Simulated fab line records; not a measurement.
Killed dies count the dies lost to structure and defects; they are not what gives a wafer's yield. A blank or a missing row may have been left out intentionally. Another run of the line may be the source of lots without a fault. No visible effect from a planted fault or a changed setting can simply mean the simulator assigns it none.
Which tool did it? + flow sky130 + 14 lots, 42 wafers sampled, at 4 steps of a route of 708

== WHAT EACH GAUGE READ, for each wafer ==
SKY_SD_N_CD_MEAS_07: target cd 380 nm. Usual: cd nm at 379.7 nm, with a standard deviation of 2.5.
| lot  | measured     | on        | cd nm (nm)        | flag |
|------|--------------|-----------|-------------------|------|
| L500 | day 28 04:43 | cd sem-01 | 378.4 380.2 380.7 |      |
| L502 | day 28 16:56 | cd sem-02 | 379.8 379.9 380.2 |      |
| L503 | day 28 21:17 | cd sem-01 | 380.8 381.7 376.8 |      |
| L504 | day 29 16:47 | cd sem-01 | 382.2 381.4 382.4 |      |
| L505 | day 30 05:20 | cd sem-01 | 382.7 381.8 382.2 |      |
| L507 | day 30 05:59 | cd sem-01 | 384.9 385.3 385.6 |      |
| L508 | day 30 16:16 | cd sem-02 | 377.0 377.1 374.2 |      |
| L509 | day 31 05:40 | cd sem-02 | 374.0 374.2 373.5 |      |
| L512 | day 32 03:26 | cd sem-01 | 382.5 384.6 380.8 |      |
| L519 | day 34 04:46 | cd sem-01 | 379.8 379.2 379.1 |      |
| L520 | day 34 09:34 | cd sem-01 | 377.0 376.3 377.3 |      |
| L521 | day 35 18:06 | cd sem-01 | 381.9 381.0 382.2 |      |
| L523 | day 35 19:41 | cd sem-01 | 383.5 381.0 382.3 |      |
| L522 | day 35 20:10 | cd sem-01 | 379.2 381.6 380.7 |      |

== WHICH TOOL RAN EACH LOT (tool, then ch and the chambers of the sampled wafers, then the start) ==
| lot  | SKY_POLY_GATE_STRIP_18               | SKY_LDD_N_STRIP_16                   | SKY_SD_P_EXPOSE_04                  |
|------|--------------------------------------|--------------------------------------|-------------------------------------|
| L500 | plasma asher-03 ch 0,1, day 16 18:44 | plasma asher-03 ch 0,1, day 18 02:50 | iline stepper-02 ch 0, day 25 02:59 |
| L502 | plasma asher-03 ch 0,1, day 17 06:32 | plasma asher-01 ch 0,1, day 18 16:43 | iline stepper-01 ch 0, day 25 17:24 |
| L503 | plasma asher-02 ch 0,1, day 17 13:20 | plasma asher-01 ch 0,1, day 18 21:44 | iline stepper-01 ch 0, day 25 21:41 |
| L504 | plasma asher-02 ch 0, day 18 02:53   | plasma asher-03 ch 0,1, day 19 14:11 | iline stepper-01 ch 0, day 26 16:47 |
| L505 | plasma asher-02 ch 0,1, day 18 12:05 | plasma asher-01 ch 0,1, day 20 05:05 | iline stepper-01 ch 0, day 27 05:40 |
| L507 | plasma asher-04 ch 0,1, day 18 19:05 | plasma asher-03 ch 0,1, day 20 05:04 | iline stepper-02 ch 0, day 27 05:54 |
| L508 | plasma asher-03 ch 0,1, day 19 10:05 | plasma asher-02 ch 0,1, day 20 20:23 | iline stepper-01 ch 0, day 27 17:28 |
| L509 | plasma asher-04 ch 0,1, day 20 00:02 | plasma asher-03 ch 0,1, day 21 09:46 | iline stepper-02 ch 0, day 28 07:43 |
| L512 | plasma asher-02 ch 0,1, day 21 01:06 | plasma asher-03 ch 0,1, day 22 09:55 | iline stepper-02 ch 0, day 29 05:09 |
| L519 | plasma asher-02 ch 0,1, day 23 10:49 | plasma asher-01 ch 0,1, day 24 19:31 | iline stepper-02, day 31 10:53      |
| L520 | plasma asher-04 ch 0,1, day 23 15:26 | plasma asher-03 ch 0,1, day 25 00:08 | iline stepper-02, day 31 14:58      |
| L521 | plasma asher-03 ch 0,1, day 24 05:02 | plasma asher-01 ch 0,1, day 25 13:02 | iline stepper-02 ch 0, day 32 03:29 |
| L523 | plasma asher-03 ch 0,1, day 24 09:57 | plasma asher-03 ch 0,1, day 25 18:28 | iline stepper-02 ch 0, day 32 08:39 |
| L522 | plasma asher-03 ch 0, day 24 11:12   | plasma asher-02 ch 0,1, day 25 19:22 | iline stepper-02 ch 0, day 32 09:15 |
- SKY_POLY_GATE_STRIP_18: strips in O2/N2.
- SKY_LDD_N_STRIP_16: strips in O2/N2.
- SKY_SD_P_EXPOSE_04: exposes mask PSDM, target cd 380 nm.

== AS READ BY THE TOOLS THEMSELVES (means over the sampled wafers that have a number; for cases with no such wafer, the mark the record gives instead) ==
SKY_POLY_GATE_STRIP_18. Usual: drypump motor current A 5.7 A, standard deviation 0.5; oes product au 0.361 a.u., standard deviation 0.0051; strip time to endpoint s 3.18 s, standard deviation 0.054.
| lot  | tool            | drypump motor current A (A) | oes product au (a.u.) | strip time to endpoint s (s) | flag |
|------|-----------------|-----------------------------|-----------------------|------------------------------|------|
| L500 | plasma asher-03 | 5.4                         | 0.363                 | 3.27                         |      |
| L502 | plasma asher-03 | 5.5                         | 0.363                 | 3.14                         |      |
| L503 | plasma asher-02 | 5.7                         | 0.369                 | 3.21                         |      |
| L504 | plasma asher-02 | 5.0                         | 0.365                 | 3.17                         |      |
| L505 | plasma asher-02 | 5.4                         | 0.360                 | 3.19                         |      |
| L507 | plasma asher-04 | 6.1                         | 0.363                 | 3.15                         |      |
| L508 | plasma asher-03 | 5.5                         | 0.361                 | 3.13                         |      |
| L509 | plasma asher-04 | 6.3                         | 0.362                 | 3.25                         |      |
| L512 | plasma asher-02 | 5.4                         | 0.361                 | 3.18                         |      |
| L519 | plasma asher-02 | 5.7                         | 0.361                 | 3.20                         |      |
| L520 | plasma asher-04 | 6.1                         | 0.358                 | 3.12                         |      |
| L521 | plasma asher-03 | 5.4                         | 0.361                 | 3.15                         |      |
| L523 | plasma asher-03 | 5.4                         | 0.357                 | 3.14                         |      |
| L522 | plasma asher-03 | 5.5                         | 0.363                 | 3.17                         |      |

SKY_LDD_N_STRIP_16. Usual: drypump motor current A 5.3 A, standard deviation 0.4; oes product au 0.407 a.u., standard deviation 0.0044; strip time to endpoint s 4.320 s, standard deviation 0.014.
| lot  | tool            | drypump motor current A (A) | oes product au (a.u.) | strip time to endpoint s (s) | flag |
|------|-----------------|-----------------------------|-----------------------|------------------------------|------|
| L500 | plasma asher-03 | 5.5                         | 0.409                 | 4.320                        |      |
| L502 | plasma asher-01 | 5.0                         | 0.409                 | 4.317                        |      |
| L503 | plasma asher-01 | 4.9                         | 0.407                 | 4.313                        |      |
| L504 | plasma asher-03 | 5.4                         | 0.406                 | 4.329                        |      |
| L505 | plasma asher-01 | 4.9                         | 0.407                 | 4.319                        |      |
| L507 | plasma asher-03 | 5.5                         | 0.408                 | 4.303                        |      |
| L508 | plasma asher-02 | 5.7                         | 0.407                 | 4.310                        |      |
| L509 | plasma asher-03 | 5.4                         | 0.402                 | 4.329                        |      |
| L512 | plasma asher-03 | 5.5                         | 0.404                 | 4.308                        |      |
| L519 | plasma asher-01 | 4.9                         | 0.407                 | 4.317                        |      |
| L520 | plasma asher-03 | 5.5                         | 0.405                 | 4.324                        |      |
| L521 | plasma asher-01 | 5.0                         | 0.406                 | 4.321                        |      |
| L523 | plasma asher-03 | 5.4                         | 0.405                 | 4.326                        |      |
| L522 | plasma asher-02 | 5.4                         | 0.408                 | 4.304                        |      |

SKY_SD_P_EXPOSE_04. Usual: exposure dose mJ cm2 137.90, standard deviation 0.13; focus offset nm 0.0 nm, standard deviation 0.48.
| lot  | tool             | exposure dose mJ cm2 | focus offset nm (nm) | flag |
|------|------------------|----------------------|----------------------|------|
| L500 | iline stepper-02 | 137.91               | 0.1                  |      |
| L502 | iline stepper-01 | 137.80               | 0.9                  |      |
| L503 | iline stepper-01 | 138.10               | -0.6                 |      |
| L504 | iline stepper-01 | 137.90               | -0.2                 |      |
| L505 | iline stepper-01 | 137.77               | 0.1                  |      |
| L507 | iline stepper-02 | 137.99               | -0.7                 |      |
| L508 | iline stepper-01 | 137.87               | 0.2                  |      |
| L509 | iline stepper-02 | 137.92               | -0.8                 |      |
| L512 | iline stepper-02 | 137.91               | 0.1                  |      |
| L519 | iline stepper-02 | -                    | -                    | OFF  |
| L520 | iline stepper-02 | -                    | -                    | OFF  |
| L521 | iline stepper-02 | 137.93               | 0.0                  |      |
| L523 | iline stepper-02 | 137.82               | -0.3                 |      |
| L522 | iline stepper-02 | 137.91               | -0.2                 |      |

== THE ANSWER, worked out from the rows above alone ==
Rule: a lot is off if the mean of its wafers that have a number lies more than 3 standard deviations from the usual mean. Also off: a lot with no number at a reading for which 4 or more lots have one. The other lots that the step has rows for count as sound. First the gauges in route order, then the tools' own readings, where a lot's mean is used as printed above. The first step at which some lot is off is used, and at that step the reading that is off furthest; a lot without a number counts as furthest.
Off: L519, L520 (SKY_SD_P_EXPOSE_04, exposure dose mJ cm2). Without a number there: L519, L520.
If a tool, at that step or one of the process steps before it, ran each lot that is off and ran no sound lot following the first of them, it fits. None of those tried fits.

== WHAT THE SIMULATOR HAD INSERTED ==
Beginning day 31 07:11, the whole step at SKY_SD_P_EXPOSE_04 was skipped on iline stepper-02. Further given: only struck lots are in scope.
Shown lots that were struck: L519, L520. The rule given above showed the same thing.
